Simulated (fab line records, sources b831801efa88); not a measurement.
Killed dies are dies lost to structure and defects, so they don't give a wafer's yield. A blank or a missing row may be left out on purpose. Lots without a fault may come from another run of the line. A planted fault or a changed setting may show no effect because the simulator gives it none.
One fault seen from 2 desks | flow sky130 | each desk has only its own numbers; what lay behind them comes last

THE METROLOGY DESK
What the gauges read, lot by lot, whatever tool the lot ran on: means of the sampled wafers that have a number. A lot is out of limits, marked OUT, if its mean lies more than 4 standard deviations from the usual mean; the brackets give that distance.
Columns: A = VIA1_BOW at SKY_VIA1_BOW_MEAS_03, usual 80 um
lot  | first seen here | A
L671 | day 34 09:44    | 84
L673 | day 34 20:27    | 78
L672 | day 34 20:40    | 79
L674 | day 35 05:17    | 81
L683 | day 38 10:36    | 79
L684 | day 38 16:54    | 83
L685 | day 39 07:07    | 89
L689 | day 39 22:20    | 74
L688 | day 40 00:52    | 81
L691 | day 40 10:52    | 83
L692 | day 40 17:27    | 83
L694 | day 41 01:28    | 84
This desk's finding: nothing out of limits on any of the 12 lots.

THE TOOL OWNER'S DESK: litho_track-02
The tool's own readings at SKY_VIA4_SOFTBAKE_07 (time 60 s): means of the sampled wafers that have a number, for each lot that ran on this tool. A lot is out of limits, marked OUT, if its mean lies more than 4 standard deviations from the usual mean; the brackets give that distance.
Columns: A = exhaust_pa at SKY_VIA4_SOFTBAKE_07, usual 44.8 Pa; B = plate_temp_C at SKY_VIA4_SOFTBAKE_07, usual 90.00 C; C = resist_line_temp_C at SKY_VIA4_SOFTBAKE_07, usual 22.99 C; D = run_length_s at SKY_VIA4_SOFTBAKE_07, usual 89.17 s
lot  | first seen here | A    | B     | C     | D
L672 | day 44 07:15    | 44.5 | 90.05 | 22.97 | 89.13
L683 | day 47 07:06    | 45.7 | 89.92 | 23.09 | 100.81 (+90) OUT
L694 | day 49 08:44    | 44.3 | 90.01 | 23.16 | 89.18
This desk's finding: out of limits on L683; first on L683, day 47 07:06 (run_length_s at SKY_VIA4_SOFTBAKE_07). In limits: L672, L694.

PUT TOGETHER
The tool owner's desk could have raised an alarm at day 47 07:06, on L683.
The metrology desk saw nothing out of limits.
The metrology desk has L683 on record, within its limits.
Of the lots named, all ran SKY_VIA4_SOFTBAKE_07 on litho_track-02.

WHAT THE SIMULATOR HAD PUT IN
Process parameter drift: litho_track-02, from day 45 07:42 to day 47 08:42, at SKY_VIA4_SOFTBAKE_07. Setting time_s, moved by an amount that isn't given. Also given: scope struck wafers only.
Lots struck among those shown: L683.
Hours from the fault's start to each desk's first reading out of limits: the tool owner's desk, 47.
